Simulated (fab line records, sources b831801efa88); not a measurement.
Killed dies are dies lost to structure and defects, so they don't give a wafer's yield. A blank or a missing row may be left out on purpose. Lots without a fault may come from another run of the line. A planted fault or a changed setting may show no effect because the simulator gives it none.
One fault seen from 2 desks | flow gf180mcu | each desk has only its own numbers; what lay behind them comes last

THE TOOL OWNER'S DESK: rie_si-01
The tool's own readings at GF_STI_ETCH_14 (etches Si in HBr/Cl2/O2, target depth 360 nm, time 102.9 s): means of the sampled wafers that have a number, for each lot that ran on this tool. A lot is out of limits, marked OUT, if its mean lies more than 4 standard deviations from the usual mean; the brackets give that distance.
Columns: A = drypump_motor_current_A at GF_STI_ETCH_14, usual 5.5 A; B = oes_product_au at GF_STI_ETCH_14, usual 1.001 a.u.; C = run_length_s at GF_STI_ETCH_14, usual 131.2 s; D = throttle_valve_pct at GF_STI_ETCH_14, usual 25.655 %
lot  | first seen here | A   | B     | C                | D
L453 | day 4 09:40     | 5.2 | 0.998 | 136.0 (+9.9) OUT | 25.658
L454 | day 4 15:40     | 5.6 | 0.997 | 136.2 (+10) OUT  | 25.657
L464 | day 6 18:32     | 5.2 | 1.001 | 131.2            | 25.650
L465 | day 7 00:47     | 5.2 | 1.008 | 131.2            | 25.658
This desk's finding: out of limits on L453, L454; first on L453, day 4 09:40 (run_length_s at GF_STI_ETCH_14). In limits: L464, L465.

THE METROLOGY DESK
What the gauges read, lot by lot, whatever tool the lot ran on: means of the sampled wafers that have a number. A lot is out of limits, marked OUT, if its mean lies more than 4 standard deviations from the usual mean; the brackets give that distance.
Columns: A = STI_OXIDATION_THK at GF_STI_THK_MEAS_02, usual 9.95 nm; B = STI_CVD_03_THK at GF_STI_THK_MEAS_04, usual 207.7 nm; C = cd_nm at GF_STI_CD_MEAS_12, usual 220.5 nm
lot  | first seen here | A     | B     | C
L444 | day 1 23:05     | 10.10 | 208.0 | 219.9
L453 | day 3 18:34     | 9.97  | 209.4 | 221.7
L454 | day 4 00:08     | 9.81  | 205.5 | 221.1
L458 | day 4 20:28     | 10.19 | 207.4 | 220.6
L464 | day 6 01:32     | 10.03 | 208.8 | 222.1
L465 | day 6 06:59     | 9.94  | 206.9 | 220.0
This desk's finding: nothing out of limits on any of the 6 lots.

PUT TOGETHER
The tool owner's desk could have raised an alarm at day 4 09:40, on L453, L454.
The metrology desk saw nothing out of limits.
The metrology desk has L453, L454 on record, within its limits.
Of the lots named, all ran GF_STI_ETCH_14 on rie_si-01.

WHAT THE SIMULATOR HAD PUT IN
Process parameter drift: rie_si-01, from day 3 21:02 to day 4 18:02, at GF_STI_ETCH_14. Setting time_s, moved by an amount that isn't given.
Lots struck among those shown: L453, L454.
Hours from the fault's start to each desk's first reading out of limits: the tool owner's desk, 13.
